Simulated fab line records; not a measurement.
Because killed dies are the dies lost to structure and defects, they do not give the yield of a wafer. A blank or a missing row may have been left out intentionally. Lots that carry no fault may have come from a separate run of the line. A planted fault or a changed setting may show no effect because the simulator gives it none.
Matching of chambers :: flow gf180mcu :: GF_V2_CMP_26 on cmp-02: 4 sister chambers
The step polishes, stops on SiO2, t overpolish 15 s, target thk 0 nm. 24 wafers are shown with their chamber, then 12 later ones without.

## WAFERS PAIRED WITH THEIR CHAMBERS
wafer: L074.1
chamber: 0
motor current A (A): 12.2
time to endpoint s (s): 85
overpolish run s (s): 15.005

wafer: L074.3
chamber: 1
motor current A (A): 11.9
time to endpoint s (s): 83
overpolish run s (s): 14.994

wafer: L074.5
chamber: 1
motor current A (A): 12.2
time to endpoint s (s): 79
overpolish run s (s): 14.994

wafer: L082.3
chamber: 3
motor current A (A): 11.3
time to endpoint s (s): 95
overpolish run s (s): 14.987

wafer: L082.5
chamber: 3
motor current A (A): 11.8
time to endpoint s (s): 95
overpolish run s (s): 14.991

wafer: L082.6
chamber: 2
motor current A (A): 13.0
time to endpoint s (s): 87
overpolish run s (s): 14.994

wafer: L083.3
chamber: 1
motor current A (A): 12.4
time to endpoint s (s): 82
overpolish run s (s): 15.016

wafer: L083.4
chamber: 3
motor current A (A): 11.6
time to endpoint s (s): 91
overpolish run s (s): 14.992

wafer: L083.5
chamber: 1
motor current A (A): 12.0
time to endpoint s (s): 81
overpolish run s (s): 15.013

wafer: L085.1
chamber: 2
motor current A (A): 12.8
time to endpoint s (s): 81
overpolish run s (s): 14.991

wafer: L085.2
chamber: 3
motor current A (A): 11.6
time to endpoint s (s): 87
overpolish run s (s): 15.003

wafer: L085.4
chamber: 1
motor current A (A): 11.2
time to endpoint s (s): 79
overpolish run s (s): 15.015

wafer: L086.1
chamber: 2
motor current A (A): 12.9
time to endpoint s (s): 85
overpolish run s (s): 14.987

wafer: L086.2
chamber: 0
motor current A (A): 12.2
time to endpoint s (s): 87
overpolish run s (s): 14.994

wafer: L086.5
chamber: 0
motor current A (A): 12.9
time to endpoint s (s): 85
overpolish run s (s): 14.982

wafer: L087.2
chamber: 1
motor current A (A): 12.1
time to endpoint s (s): 81
overpolish run s (s): 15.002

wafer: L087.4
chamber: 2
motor current A (A): 13.1
time to endpoint s (s): 84
overpolish run s (s): 14.993

wafer: L087.6
chamber: 3
motor current A (A): 11.7
time to endpoint s (s): 84
overpolish run s (s): 15.003

wafer: L088.1
chamber: 0
motor current A (A): 12.1
time to endpoint s (s): 90
overpolish run s (s): 15.006

wafer: L088.5
chamber: 1
motor current A (A): 12.1
time to endpoint s (s): 81
overpolish run s (s): 15.003

wafer: L088.6
chamber: 0
motor current A (A): 12.7
time to endpoint s (s): 89
overpolish run s (s): 14.999

wafer: L089.2
chamber: 1
motor current A (A): 12.0
time to endpoint s (s): 76
overpolish run s (s): 14.993

wafer: L089.4
chamber: 0
motor current A (A): 12.2
time to endpoint s (s): 85
overpolish run s (s): 15.021

wafer: L089.6
chamber: 1
motor current A (A): 11.8
time to endpoint s (s): 76
overpolish run s (s): 15.011

SIGNATURES, as means of the wafers listed above
reading: motor current A
chamber 0: 12.383
chamber 1: 11.967
chamber 2: 12.950
chamber 3: 11.600
scatter within a chamber: 0.286

reading: time to endpoint s
chamber 0: 86.83
chamber 1: 79.78
chamber 2: 84.25
chamber 3: 90.40
scatter within a chamber: 3.07

reading: overpolish run s
chamber 0: 15.00117
chamber 1: 15.00456
chamber 2: 14.99125
chamber 3: 14.99520
scatter within a chamber: 0.00954
Rule: distance of a wafer from a chamber = root of the sum over the readings of ((wafer's reading minus chamber's mean) / reading's scatter) squared. If the next closest chamber is less than 2 further off than the closest, the wafer can't be placed; otherwise it belongs to the closest. The scatter: take each reading less its chamber's mean, square it, sum over the shown wafers, divide by the number of wafers less the number of chambers, and take the root.

## WAFERS WITH NO CHAMBER GIVEN
wafer: L092.3
motor current A (A): 13.4
time to endpoint s (s): 80
overpolish run s (s): 15.010

wafer: L092.4
motor current A (A): 12.7
time to endpoint s (s): 80
overpolish run s (s): 15.001

wafer: L092.6
motor current A (A): 11.9
time to endpoint s (s): 78
overpolish run s (s): 15.010

wafer: L094.1
motor current A (A): 12.0
time to endpoint s (s): 77
overpolish run s (s): 14.988

wafer: L094.4
motor current A (A): 13.4
time to endpoint s (s): 78
overpolish run s (s): 14.989

wafer: L094.5
motor current A (A): 10.9
time to endpoint s (s): 81
overpolish run s (s): 14.983

wafer: L095.2
motor current A (A): 12.0
time to endpoint s (s): 78
overpolish run s (s): 15.011

wafer: L095.4
motor current A (A): 11.7
time to endpoint s (s): 88
overpolish run s (s): 15.009

wafer: L095.5
motor current A (A): 12.5
time to endpoint s (s): 83
overpolish run s (s): 14.983

wafer: L097.1
motor current A (A): 11.7
time to endpoint s (s): 87
overpolish run s (s): 14.994

wafer: L097.2
motor current A (A): 12.2
time to endpoint s (s): 79
overpolish run s (s): 15.004

wafer: L097.5
motor current A (A): 12.6
time to endpoint s (s): 85
overpolish run s (s): 15.013

## EACH ONE'S CHAMBER
wafer: L092.3
from the rows above: can't be placed: 2 or 0
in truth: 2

wafer: L092.4
from the rows above: can't be placed: 2 or 0 or 1
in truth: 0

wafer: L092.6
from the rows above: 1
in truth: 1

wafer: L094.1
from the rows above: can't be placed: 1 or 0
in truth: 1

wafer: L094.4
from the rows above: 2
in truth: 2

wafer: L094.5
from the rows above: can't be placed: 3 or 1 or 0
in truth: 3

wafer: L095.2
from the rows above: 1
in truth: 1

wafer: L095.4
from the rows above: can't be placed: 3 or 0 or 1
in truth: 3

wafer: L095.5
from the rows above: can't be placed: 2 or 0 or 1
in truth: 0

wafer: L097.1
from the rows above: can't be placed: 3 or 0 or 1
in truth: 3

wafer: L097.2
from the rows above: can't be placed: 1 or 0
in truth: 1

wafer: L097.5
from the rows above: can't be placed: 0 or 2 or 1
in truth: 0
Correctly placed: 3 of 12. Can't be placed from these rows: 9 (the true chamber is among the candidates in 9). Number placed wrongly: 0.
